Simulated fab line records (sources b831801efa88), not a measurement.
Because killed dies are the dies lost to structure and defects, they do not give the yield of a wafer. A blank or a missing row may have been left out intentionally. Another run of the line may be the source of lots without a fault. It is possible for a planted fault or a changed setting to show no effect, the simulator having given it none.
fab line records	flow gf180mcu
record lots=5	wafers=23
route steps=602 shown SALICIDE@281 V1@335 V2@382 M3@409 V3@438 V4@476
start_h: hours from the record's first day to the start of the lot's first wafer shown	wait_h: hours elapsed since this lot's preceding step	" same as the row above	L1.1+2: one row covering several wafers at once	- no value, or no start was given	* or withheld: withheld	< > ~ a bound
route shown NAME@n: a module of which the file shows steps, and the number in the route of the first	usual: mean/standard deviation of fault-free wafers	same: alike in all rows	chamber/n: place in a boat	sites: each site's reading	_std_site: how widely they spread, as a standard deviation	_edge_site: inner sites' mean taken away from outer sites' mean	radius_mm: for every site, how far away it sits from the centre of the wafer	mask NAME#n: copy n	behind: the most recent tool/chamber to have shaped the wafer	hold: reason for holding the lot/hours on hold/outcome of the hold	device: whichever transistor did not switch (one of n, p or np)	end of line: the route-end tests of the same wafers	step lacking rows: just its recipe	killed: count of dies lost to structure and defects at first sort (not the wafer's yield)	map: shows each die of a wafer: x if killed, . if not, _ if none is there
set.NAME: setting as actually run; set.NAME@STEP: the setting as run at that earlier step	model.NAME: the simulator's own value behind a step, which no gauge read
lots whose settings were changed on purpose; a table a step, a row a wafer
## steps
# step GF_SALICIDE_SPUTTER_03
# recipe material=TiN	target_thk_nm=20	power_w=6500	time_s=16.7	chamber_pressure_pa=0.4
lot.wafer	tool	chamber	start_h	wait_h	set.power_w	model.TiN_of_SALICIDE_SPUTTER_03.thk_nm
L077.1	pvd_sputter-01	-	364.22	0.0	6724	20.72
L077.2	"	-	"	"	6500	20.13
L077.3	"	-	"	"	6724	20.75
L077.5	"	-	"	"	6500	19.82
L077.6	"	-	"	"	6724	20.77
L078.1	pvd_sputter-03	-	372.13	0.0	6500	19.97
L078.2	"	-	"	"	6500	19.91
L078.3	"	-	"	"	6500	19.8
L078.5	"	-	"	"	6500	19.78
L078.6	"	-	"	"	6500	19.99
L079.1	pvd_sputter-03	-	383.66	0.0	6500	19.75
L079.4	"	-	"	"	6500	19.73
L079.6	"	-	"	"	6500	19.55
L082.1	pvd_sputter-04	-	404.37	0.0	7196	22.23
L082.2	"	-	"	"	7196	21.99
L082.3	"	-	"	"	6500	19.95
L082.5	"	-	"	"	6500	20
L082.6	"	-	"	"	6500	19.81
L084.1	pvd_sputter-01	-	431.84	0.0	6500	20.47
L084.2	"	-	"	"	6500	20.48
L084.4	"	-	"	"	6500	20.32
L084.5	"	-	"	"	6500	20.39
L084.6	"	-	"	"	6500	20.31
# step GF_SALICIDE_THK_MEAS_05
# recipe thk_meas_gauge=xrf	reads=TiN_of_SALICIDE_SPUTTER_03
# usual SALICIDE_TIN_THK=20.31/0.25
lot.wafer	tool	chamber	start_h	wait_h	set.power_w@SALICIDE_SPUTTER_03	SALICIDE_TIN_THK[nm]
L077.1	film_metro-04	-	364.37	0.1	6724	20.91
L077.2	"	-	"	"	6500	20.18
L077.3	"	-	"	"	6724	20.95
L077.5	"	-	"	"	6500	19.97
L077.6	"	-	"	"	6724	20.95
L078.1	film_metro-01	-	372.27	0.1	6500	20.14
L078.2	"	-	"	"	6500	20.00
L078.3	"	-	"	"	6500	19.95
L078.5	"	-	"	"	6500	19.92
L078.6	"	-	"	"	6500	20.16
L079.1	film_metro-04	-	383.81	0.1	6500	20.04
L079.4	"	-	"	"	6500	19.90
L079.6	"	-	"	"	6500	19.84
L082.1	film_metro-04	-	404.52	0.1	7196	22.51
L082.2	"	-	"	"	7196	22.28
L082.3	"	-	"	"	6500	20.14
L082.5	"	-	"	"	6500	20.24
L082.6	"	-	"	"	6500	20.02
L084.1	film_metro-04	-	431.99	0.1	6500	20.69
L084.2	"	-	"	"	6500	20.76
L084.4	"	-	"	"	6500	20.68
L084.5	"	-	"	"	6500	20.79
L084.6	"	-	"	"	6500	20.60
# step GF_V1_CVD_00
# recipe material=SiO2	target_thk_nm=600	sigma_open_frac=0.3	temp_c=400	time_s=100	sih4_flow_sccm=60	pressure_mtorr=6
lot.wafer	tool	chamber	start_h	wait_h	set.sih4_flow_sccm	model.SiO2_of_V1_CVD_00.thk_nm
L077.1	hdpcvd-01	0	414.08	0.0	60	596.5
L077.2	"	2	"	"	60	601.8
L077.3	"	1	"	"	60	601.7
L077.5	"	0	"	"	60	596.3
L077.6	"	2	"	"	60	601
L078.1	hdpcvd-02	1	421.44	0.0	60	603.3
L078.2	"	2	"	"	60	599.1
L078.3	"	0	"	"	60	599.3
L078.5	"	0	"	"	55.43	556
L078.6	"	1	"	"	55.43	553.1
L079.1	hdpcvd-02	1	434.34	0.0	60	605.2
L079.4	"	2	"	"	60	602.6
L079.6	"	1	"	"	60	604.8
L082.1	hdpcvd-02	1	455.35	0.0	60	599.6
L082.2	"	0	"	"	60	595.3
L082.3	"	2	"	"	67.3	674.3
L082.5	"	2	"	"	60	596.2
L082.6	"	0	"	"	67.3	667.6
L084.1	hdpcvd-01	1	484.25	0.0	60	606.3
L084.2	"	2	"	"	60	606.7
L084.4	"	2	"	"	60	602.6
L084.5	"	2	"	"	60	605
L084.6	"	1	"	"	60	614.7
# step GF_V1_THK_MEAS_01
# recipe reads=SiO2_of_V1_CVD_00
# usual V1_CVD_00_THK=599/6.5
lot.wafer	tool	chamber	start_h	wait_h	set.sih4_flow_sccm@V1_CVD_00	V1_CVD_00_THK[nm]
L077.1	film_metro-04	-	414.15	0.0	60	596
L077.2	"	-	"	"	60	602
L077.3	"	-	"	"	60	602
L077.5	"	-	"	"	60	596
L077.6	"	-	"	"	60	601
L078.1	film_metro-02	-	421.51	0.0	60	603
L078.2	"	-	"	"	60	599
L078.3	"	-	"	"	60	599
L078.5	"	-	"	"	55.43	556
L078.6	"	-	"	"	55.43	553
L079.1	film_metro-01	-	434.41	0.0	60	605
L079.4	"	-	"	"	60	603
L079.6	"	-	"	"	60	605
L082.1	film_metro-02	-	455.43	0.0	60	600
L082.2	"	-	"	"	60	596
L082.3	"	-	"	"	67.3	674
L082.5	"	-	"	"	60	596
L082.6	"	-	"	"	67.3	668
L084.1	film_metro-02	-	484.36	0.1	60	606
L084.2	"	-	"	"	60	607
L084.4	"	-	"	"	60	603
L084.5	"	-	"	"	60	605
L084.6	"	-	"	"	60	614
# step GF_V1_CVD_02
# recipe material=SiO2	target_thk_nm=850	precursor=TEOS	temp_c=400	time_s=94.851	rf_w=600
lot.wafer	tool	chamber	start_h	wait_h	set.time_s	model.SiO2_of_V1_CVD_02.thk_nm
L077.1	pecvd-01	2	414.21	0.1	86.26	749.7
L077.2	"	1	"	"	94.851	841.8
L077.3	"	0	"	"	94.851	853.4
L077.5	"	2	"	"	94.851	840
L077.6	"	1	"	"	86.26	776.7
L078.1	pecvd-03	0	421.57	0.1	94.851	833.3
L078.2	"	1	"	"	94.851	832.8
L078.3	"	2	"	"	84.81	737.7
L078.5	"	1	"	"	84.81	758.7
L078.6	"	2	"	"	84.81	750.1
L079.1	pecvd-01	2	434.47	0.1	94.851	822.7
L079.4	"	1	"	"	94.851	845.1
L079.6	"	2	"	"	94.851	851.4
L082.1	pecvd-02	2	455.49	0.1	104.1	934.7
L082.2	"	0	"	"	94.851	838.9
L082.3	"	1	"	"	94.851	836.5
L082.5	"	0	"	"	104.1	928.6
L082.6	"	2	"	"	104.1	939.9
L084.1	pecvd-01	1	484.42	0.1	94.851	837.4
L084.2	"	0	"	"	85.18	755.9
L084.4	"	1	"	"	85.18	772.9
L084.5	"	0	"	"	85.18	775
L084.6	"	2	"	"	94.851	847.8
# step GF_V1_THK_MEAS_03
# recipe reads=SiO2_of_V1_CVD_02
# usual V1_CVD_02_THK=846/10
lot.wafer	tool	chamber	start_h	wait_h	set.time_s@V1_CVD_02	V1_CVD_02_THK[nm]
L077.1	film_metro-01	-	414.28	0.0	86.26	750
L077.2	"	-	"	"	94.851	841
L077.3	"	-	"	"	94.851	853
L077.5	"	-	"	"	94.851	840
L077.6	"	-	"	"	86.26	776
L078.1	film_metro-02	-	421.64	0.0	94.851	834
L078.2	"	-	"	"	94.851	833
L078.3	"	-	"	"	84.81	738
L078.5	"	-	"	"	84.81	759
L078.6	"	-	"	"	84.81	750
L079.1	film_metro-02	-	434.58	0.1	94.851	823
L079.4	"	-	"	"	94.851	844
L079.6	"	-	"	"	94.851	852
L082.1	film_metro-04	-	455.56	0.0	104.1	935
L082.2	"	-	"	"	94.851	838
L082.3	"	-	"	"	94.851	837
L082.5	"	-	"	"	104.1	928
L082.6	"	-	"	"	104.1	940
L084.1	film_metro-01	-	484.48	0.0	94.851	837
L084.2	"	-	"	"	85.18	756
L084.4	"	-	"	"	85.18	773
L084.5	"	-	"	"	85.18	776
L084.6	"	-	"	"	94.851	848
# step GF_V2_CVD_00
# recipe material=SiO2	target_thk_nm=600	sigma_open_frac=0.3	temp_c=400	time_s=100	sih4_flow_sccm=60	pressure_mtorr=6
lot.wafer	tool	chamber	start_h	wait_h	set.sih4_flow_sccm	model.SiO2_of_V2_CVD_00.thk_nm
L077.1	hdpcvd-01	1	465.30	0.0	57.47	574.9
L077.2	"	0	"	"	57.47	580.6
L077.3	"	2	"	"	60	594.3
L077.5	"	2	"	"	60	603.5
L077.6	"	1	"	"	60	599.2
L078.1	hdpcvd-01	0	473.25	0.0	57.3	569.7
L078.2	"	2	"	"	60	602.4
L078.3	"	1	"	"	57.3	573.2
L078.5	"	1	"	"	60	603.2
L078.6	"	2	"	"	60	590.2
L079.1	hdpcvd-02	1	485.72	0.0	60	597.2
L079.4	"	2	"	"	60	600.4
L079.6	"	0	"	"	60	596.8
L082.1	hdpcvd-01	2	505.64	0.0	64.44	648.8
L082.2	"	0	"	"	60	600.3
L082.3	"	1	"	"	60	602.1
L082.5	"	1	"	"	60	603.6
L082.6	"	2	"	"	64.44	651.7
L084.1	hdpcvd-01	2	533.82	0.0	60	594.5
L084.2	"	0	"	"	60	602.1
L084.4	"	2	"	"	60	599.8
L084.5	"	1	"	"	60	595.2
L084.6	"	0	"	"	60	594.2
# step GF_V2_THK_MEAS_01
# recipe reads=SiO2_of_V2_CVD_00
# usual V2_CVD_00_THK=599/4.8
lot.wafer	tool	chamber	start_h	wait_h	set.sih4_flow_sccm@V2_CVD_00	V2_CVD_00_THK[nm]
L077.1	film_metro-01	-	465.37	0.0	57.47	575
L077.2	"	-	"	"	57.47	581
L077.3	"	-	"	"	60	595
L077.5	"	-	"	"	60	604
L077.6	"	-	"	"	60	599
L078.1	film_metro-02	-	473.32	0.0	57.3	570
L078.2	"	-	"	"	60	603
L078.3	"	-	"	"	57.3	573
L078.5	"	-	"	"	60	603
L078.6	"	-	"	"	60	591
L079.1	film_metro-03	-	485.79	0.0	60	597
L079.4	"	-	"	"	60	600
L079.6	"	-	"	"	60	597
L082.1	film_metro-01	-	505.71	0.0	64.44	649
L082.2	"	-	"	"	60	601
L082.3	"	-	"	"	60	602
L082.5	"	-	"	"	60	604
L082.6	"	-	"	"	64.44	652
L084.1	film_metro-03	-	533.89	0.0	60	594
L084.2	"	-	"	"	60	602
L084.4	"	-	"	"	60	600
L084.5	"	-	"	"	60	595
L084.6	"	-	"	"	60	594
# step GF_V2_CVD_23
# recipe material=W	target_thk_nm=350	time_s=104.94	temp_c=400	pressure_torr=40
lot.wafer	tool	chamber	start_h	wait_h	set.pressure_torr	model.W_of_V2_CVD_23.thk_nm
L077.1	cvd_w-01	1	491.11	0.0	34.18	318.2
L077.2	"	0	"	"	34.18	322.2
L077.3	"	0	"	"	34.18	320.8
L077.5	"	1	"	"	34.18	320.9
L077.6	"	0	"	"	34.18	323.2
L078.1	cvd_w-02	1	498.72	0.0	43.13	355.8
L078.2	"	0	"	"	43.13	360.2
L078.3	"	1	"	"	43.13	357.8
L078.5	"	0	"	"	43.13	357.4
L078.6	"	1	"	"	43.13	355.2
L079.1	cvd_w-02	1	511.27	0.0	40	350
L079.4	"	0	"	"	40	351.2
L079.6	"	1	"	"	40	349.7
L082.1	cvd_w-02	1	530.29	0.0	45.39	363.9
L082.2	"	0	"	"	45.39	365.1
L082.3	"	0	"	"	45.39	369.1
L082.5+6	"	0,1	"	"	45.39	365.7
L084.1+6	cvd_w-02	1	557.37	0.0	42.96	362
L084.2	"	0	"	"	42.96	365.5
L084.4	"	0	"	"	42.96	358.4
L084.5	"	0	"	"	42.96	360.2
# step GF_V2_RS_MEAS_24
# recipe thk_meas_gauge=four-point-probe	reads=W_of_V2_CVD_23+TiN_of_V2_SPUTTER_22+Ti_of_V2_SPUTTER_21
# usual V2_W_RS=0.3295/0.003
lot.wafer	tool	chamber	start_h	wait_h	set.pressure_torr@V2_CVD_23	V2_W_RS[ohm/sq]
L077.1	film_metro-01	-	491.22	0.1	34.18	0.3601
L077.2	"	-	"	"	34.18	0.3557
L077.3	"	-	"	"	34.18	0.3567
L077.5	"	-	"	"	34.18	0.3565
L077.6	"	-	"	"	34.18	0.3548
L078.1	film_metro-01	-	498.83	0.1	43.13	0.3222
L078.2	"	-	"	"	43.13	0.3177
L078.3	"	-	"	"	43.13	0.3198
L078.5	"	-	"	"	43.13	0.3196
L078.6	"	-	"	"	43.13	0.3225
L079.1	film_metro-01	-	511.39	0.1	40	0.3270
L079.4	"	-	"	"	40	0.3261
L079.6	"	-	"	"	40	0.3278
L082.1	film_metro-03	-	530.40	0.1	45.39	0.3146
L082.2	"	-	"	"	45.39	0.3127
L082.3	"	-	"	"	45.39	0.3093
L082.5	"	-	"	"	45.39	0.3127
L082.6	"	-	"	"	45.39	0.3128
L084.1	film_metro-02	-	557.48	0.1	42.96	0.3160
L084.2	"	-	"	"	42.96	0.3132
L084.4	"	-	"	"	42.96	0.3191
L084.5	"	-	"	"	42.96	0.3172
L084.6	"	-	"	"	42.96	0.3159
# step GF_M3_SPUTTER_00
# recipe material=Ti	target_thk_nm=37.5	arriving_ion_energy_ev=80	substrate_temp_c=200	chamber_pressure_pa=2	power_w=4000	time_s=150
lot.wafer	tool	chamber	start_h	wait_h	set.chamber_pressure_pa	model.Ti_of_M3_SPUTTER_00.thk_nm
L077.1	pvd_sputter-02	-	491.70	0.1	2	37.19
L077.2	"	-	"	"	2	36.91
L077.3	"	-	"	"	2	37.35
L077.5	"	-	"	"	2	37.27
L077.6	"	-	"	"	2	37.37
L078.1	pvd_sputter-01	-	499.31	0.2	1.724	40.75
L078.2	"	-	"	"	1.724	40.74
L078.3	"	-	"	"	1.724	40.84
L078.5	"	-	"	"	1.724	40.34
L078.6	"	-	"	"	1.724	40.61
L079.1	pvd_sputter-02	-	511.87	0.1	2	36.66
L079.4	"	-	"	"	2	36.77
L079.6	"	-	"	"	2	36.81
L082.1	pvd_sputter-04	-	530.88	0.2	2.285	35.36
L082.2	"	-	"	"	2.285	35.2
L082.3	"	-	"	"	2.285	35.23
L082.5	"	-	"	"	2.285	35.17
L082.6	"	-	"	"	2.285	35.26
L084.1	pvd_sputter-04	-	557.96	0.2	2.116	36.42
L084.2	"	-	"	"	2.116	36.43
L084.4	"	-	"	"	2.116	36.66
L084.5	"	-	"	"	2.116	36.63
L084.6	"	-	"	"	2.116	36.74
# step GF_V3_COAT_09
# recipe resist=KrF	spin_rpm=withheld	resist_thk_nm=1000
lot.wafer	tool	chamber	start_h	wait_h	set.resist_thk_nm	model.KrF_of_V3_COAT_09.thk_nm
L077.1	litho_track-03	0	-	-	983.2	987.9
L077.2	"	0	"	"	1000	1004
L077.3	"	0	"	"	1000	1005
L077.5	"	0	"	"	983.2	985.2
L077.6	"	0	"	"	983.2	989.7
L078.1+3+5	litho_track-04	0	-	-	1000	1003
L078.2	"	0	"	"	1000	1001
L078.6	"	0	"	"	1000	999.4
L079.1+6	litho_track-04	0	-	-	1000	1001
L079.4	"	0	"	"	1000	1002
L082.1	litho_track-01	0	-	-	1000	1001
L082.2	"	0	"	"	1028	1026
L082.3	"	0	"	"	1000	1002
L082.5	"	0	"	"	1000	1003
L082.6	"	0	"	"	1028	1029
L084.1	litho_track-03	0	-	-	1045	1046
L084.2	"	0	"	"	1000	1000
L084.4	"	0	"	"	1045	1048
L084.5	"	0	"	"	1000	1001
L084.6	"	0	"	"	1000	1002
# step GF_V3_PEB_12
# recipe peb_temp_c=135	peb_time_s=90	resist=KrF
lot.wafer	tool	chamber	start_h	wait_h	set.peb_time_s
L077.1+3+6	litho_track-04	0	-	-	80.57
L077.2+5	"	0	"	"	90
L078.1+5+6	litho_track-03	0	-	-	90
L078.2+3	"	0	"	"	86.03
L079.1+4+6	litho_track-04	0	-	-	90
L082.1+2+3+5+6	litho_track-04	0	-	-	90
L084.1+5+6	litho_track-04	0	-	-	78.59
L084.2+4	"	0	"	"	90
# step GF_V3_DEVELOP_13
# recipe develop_time_s=60	resist=KrF	dev_temp_c=21
# step GF_V3_ETCH_16
# recipe chemistry=N2/H2	target_depth_a=withheld	overetch_a=withheld	time_s=withheld	target=BARC	ion_energy_ev=200	source_w=500	bias_w=100	pressure_mtorr=30	n2_flow_sccm=100	h2_flow_sccm=200
# step GF_V3_ETCH_17
# recipe chemistry=C4F8/O2/Ar	mask_material=KrF	target=SiO2	stop_on=TiN	source_w=1500	bias_w=1200	pressure_mtorr=40	c4f8_flow_sccm=withheld	O2_flow_sccm=6	Ar_flow_sccm=300	time_s=withheld	target_depth_a=6350
# step GF_V3_STRIP_18
# recipe chemistry=O2/N2	power_w=1400	pressure_mtorr=1500	platen_temp_c=250	o2_flow_sccm=3000	n2_flow_sccm=300	overash_fraction=0.5
# usual oes_product_au=0.594/0.0048
lot.wafer	tool	chamber	start_h	wait_h	set.resist_thk_nm@V3_COAT_09	oes_product_au
L077.1	plasma_asher-04	0	539.80	-	983.2	0.581
L077.2	"	1	"	"	1000	0.596
L077.3	"	0	"	"	1000	0.596
L077.5	"	0	"	"	983.2	0.576
L077.6	"	1	"	"	983.2	0.596
L078.1	plasma_asher-01	0	545.47	-	1000	0.597
L078.2	"	1	"	"	1000	0.594
L078.3	"	1	"	"	1000	0.591
L078.5	"	1	"	"	1000	0.591
L078.6	"	0	"	"	1000	0.591
L079.1	plasma_asher-01	0	559.20	-	1000	0.593
L079.4	"	0	"	"	1000	0.589
L079.6	"	1	"	"	1000	0.590
L082.1	plasma_asher-04	1	577.15	-	1000	0.588
L082.2	"	0	"	"	1028	0.604
L082.3	"	0	"	"	1000	0.594
L082.5	"	1	"	"	1000	0.592
L082.6	"	0	"	"	1028	0.605
L084.1	plasma_asher-03	0	602.60	-	1045	0.619
L084.2	"	1	"	"	1000	0.596
L084.4	"	1	"	"	1045	0.614
L084.5	"	1	"	"	1000	0.594
L084.6	"	0	"	"	1000	0.591
# step GF_V3_CVD_23
# recipe material=W	target_thk_nm=350	time_s=104.9	temp_c=400	pressure_torr=40
lot.wafer	tool	chamber	start_h	wait_h	set.temp_c
L077.1+2+3+5+6	cvd_w-02	0,1,0,1,0	540.45	0.0	400
L078.1+5	cvd_w-01	0	546.11	0.0	400
L078.2+3+6	"	1	"	"	408.9
L079.1+4+6	cvd_w-02	1,0,1	559.84	0.0	400
L082.1+3+6	cvd_w-02	1	577.88	0.0	394.2
L082.2+5	"	0	"	"	400
L084.1+2+5	cvd_w-02	1,0,0	603.24	0.0	400
L084.4+6	"	1	"	"	406.3
# step GF_V3_RS_MEAS_24
# recipe thk_meas_gauge=four-point-probe	reads=W_of_V3_CVD_23+TiN_of_V3_SPUTTER_22+Ti_of_V3_SPUTTER_21
# usual V3_W_RS=0.3272/0.003
lot.wafer	tool	chamber	start_h	wait_h	set.temp_c@V3_CVD_23	V3_W_RS[ohm/sq]
L077.1	film_metro-04	-	540.56	0.1	400	0.3226
L077.2	"	-	"	"	400	0.3263
L077.3	"	-	"	"	400	0.3247
L077.5	"	-	"	"	400	0.3258
L077.6	"	-	"	"	400	0.3241
L078.1	film_metro-01	-	546.22	0.1	400	0.3280
L078.2	"	-	"	"	408.9	0.2824
L078.3	"	-	"	"	408.9	0.2781
L078.5	"	-	"	"	400	0.3258
L078.6	"	-	"	"	408.9	0.2799
L079.1	film_metro-01	-	559.95	0.1	400	0.3227
L079.4	"	-	"	"	400	0.3245
L079.6	"	-	"	"	400	0.3262
L082.1	film_metro-04	-	577.99	0.1	394.2	0.3605
L082.2	"	-	"	"	400	0.3270
L082.3	"	-	"	"	394.2	0.3619
L082.5	"	-	"	"	400	0.3262
L082.6	"	-	"	"	394.2	0.3599
L084.1	film_metro-02	-	603.35	0.1	400	0.3270
L084.2	"	-	"	"	400	0.3309
L084.4	"	-	"	"	406.3	0.2937
L084.5	"	-	"	"	400	0.3294
L084.6	"	-	"	"	406.3	0.2923
# step GF_V4_CVD_00
# recipe material=SiO2	target_thk_nm=600	sigma_open_frac=0.3	temp_c=400	time_s=100	sih4_flow_sccm=60	pressure_mtorr=6
lot.wafer	tool	chamber	start_h	wait_h	set.sih4_flow_sccm	model.SiO2_of_V4_CVD_00.thk_nm
L077.1	hdpcvd-02	0	563.71	0.0	60	606.7
L077.2	"	1	"	"	60	604.8
L077.3	"	2	"	"	66.11	656.4
L077.5	"	2	"	"	66.11	659.7
L077.6	"	0	"	"	60	602.3
L078.1	hdpcvd-02	0	570.20	0.0	62.42	620.4
L078.2	"	2	"	"	62.42	620.7
L078.3	"	1	"	"	62.42	624.6
L078.5	"	0	"	"	60	594.4
L078.6	"	2	"	"	60	598.4
L079.1	hdpcvd-01	1	583.39	0.0	60	609
L079.4	"	1	"	"	60	598.8
L079.6	"	2	"	"	60	599
L082.1	hdpcvd-02	1	600.37	0.0	60	608.3
L082.2	"	2	"	"	60	611.5
L082.3	"	0	"	"	54.39	544.7
L082.5	"	1	"	"	54.39	548.7
L082.6	"	2	"	"	60	602.3
L084.1	hdpcvd-01	1	625.62	0.0	60	608.1
L084.2	"	2	"	"	65.85	661.5
L084.4	"	1	"	"	65.85	666.7
L084.5	"	0	"	"	60	617.4
L084.6	"	2	"	"	65.85	670.8
# step GF_V4_THK_MEAS_01
# recipe reads=SiO2_of_V4_CVD_00
# usual V4_CVD_00_THK=603/5.8
lot.wafer	tool	chamber	start_h	wait_h	set.sih4_flow_sccm@V4_CVD_00	V4_CVD_00_THK[nm]
L077.1	film_metro-01	-	563.78	0.0	60	607
L077.2	"	-	"	"	60	605
L077.3	"	-	"	"	66.11	656
L077.5	"	-	"	"	66.11	660
L077.6	"	-	"	"	60	602
L078.1	film_metro-02	-	570.27	0.0	62.42	621
L078.2	"	-	"	"	62.42	620
L078.3	"	-	"	"	62.42	625
L078.5	"	-	"	"	60	594
L078.6	"	-	"	"	60	598
L079.1	film_metro-02	-	583.46	0.0	60	609
L079.4	"	-	"	"	60	599
L079.6	"	-	"	"	60	599
L082.1	film_metro-01	-	600.44	0.0	60	608
L082.2	"	-	"	"	60	611
L082.3	"	-	"	"	54.39	544
L082.5	"	-	"	"	54.39	548
L082.6	"	-	"	"	60	602
L084.1	film_metro-03	-	625.69	0.0	60	608
L084.2	"	-	"	"	65.85	661
L084.4	"	-	"	"	65.85	667
L084.5	"	-	"	"	60	617
L084.6	"	-	"	"	65.85	670
## key
split step=GF_SALICIDE_SPUTTER_03	setting=power_w	stated=6500	by=wafer
response step=GF_SALICIDE_SPUTTER_03	reading=model.TiN_of_SALICIDE_SPUTTER_03.thk_nm	change=+0.207	per=1%	r=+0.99
response step=GF_SALICIDE_THK_MEAS_05	reading=SALICIDE_TIN_THK	change=+0.215	per=1%	r=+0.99
split step=GF_V1_CVD_00	setting=sih4_flow_sccm	stated=60	by=wafer
response step=GF_V1_CVD_00	reading=model.SiO2_of_V1_CVD_00.thk_nm	change=+6.07	per=1%	r=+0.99
response step=GF_V1_THK_MEAS_01	reading=V1_CVD_00_THK	change=+6.06	per=1%	r=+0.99
split step=GF_V1_CVD_02	setting=time_s	stated=94.851	by=wafer
response step=GF_V1_CVD_02	reading=model.SiO2_of_V1_CVD_02.thk_nm	change=+8.49	per=1%	r=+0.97
response step=GF_V1_THK_MEAS_03	reading=V1_CVD_02_THK	change=+8.49	per=1%	r=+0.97
split step=GF_V2_CVD_00	setting=sih4_flow_sccm	stated=60	by=wafer
response step=GF_V2_CVD_00	reading=model.SiO2_of_V2_CVD_00.thk_nm	change=+6.13	per=1%	r=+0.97
response step=GF_V2_THK_MEAS_01	reading=V2_CVD_00_THK	change=+6.14	per=1%	r=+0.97
split step=GF_V2_CVD_23	setting=pressure_torr	stated=40	by=lot
response step=GF_V2_CVD_23	reading=model.W_of_V2_CVD_23.thk_nm	change=+1.63	per=1%	r=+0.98
response step=GF_V2_RS_MEAS_24	reading=V2_W_RS	change=-0.00162	per=1%	r=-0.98
split step=GF_M3_SPUTTER_00	setting=chamber_pressure_pa	stated=2	by=lot
response step=GF_M3_SPUTTER_00	reading=model.Ti_of_M3_SPUTTER_00.thk_nm	change=-0.191	per=1%	r=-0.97
split step=GF_V3_COAT_09	setting=resist_thk_nm	stated=1000	by=wafer
response step=GF_V3_COAT_09	reading=model.KrF_of_V3_COAT_09.thk_nm	change=+9.88	per=1%	r=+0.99
response step=GF_V3_STRIP_18	reading=oes_product_au	change=+0.00514	per=1%	r=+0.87
split step=GF_V3_PEB_12	setting=peb_time_s	stated=90	by=wafer
response none clear
split step=GF_V3_CVD_23	setting=temp_c	stated=400	by=wafer
response step=GF_V3_RS_MEAS_24	reading=V3_W_RS	change=-0.0221	per=1%	r=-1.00
split step=GF_V4_CVD_00	setting=sih4_flow_sccm	stated=60	by=wafer
response step=GF_V4_CVD_00	reading=model.SiO2_of_V4_CVD_00.thk_nm	change=+5.74	per=1%	r=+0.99
response step=GF_V4_THK_MEAS_01	reading=V4_CVD_00_THK	change=+5.73	per=1%	r=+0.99
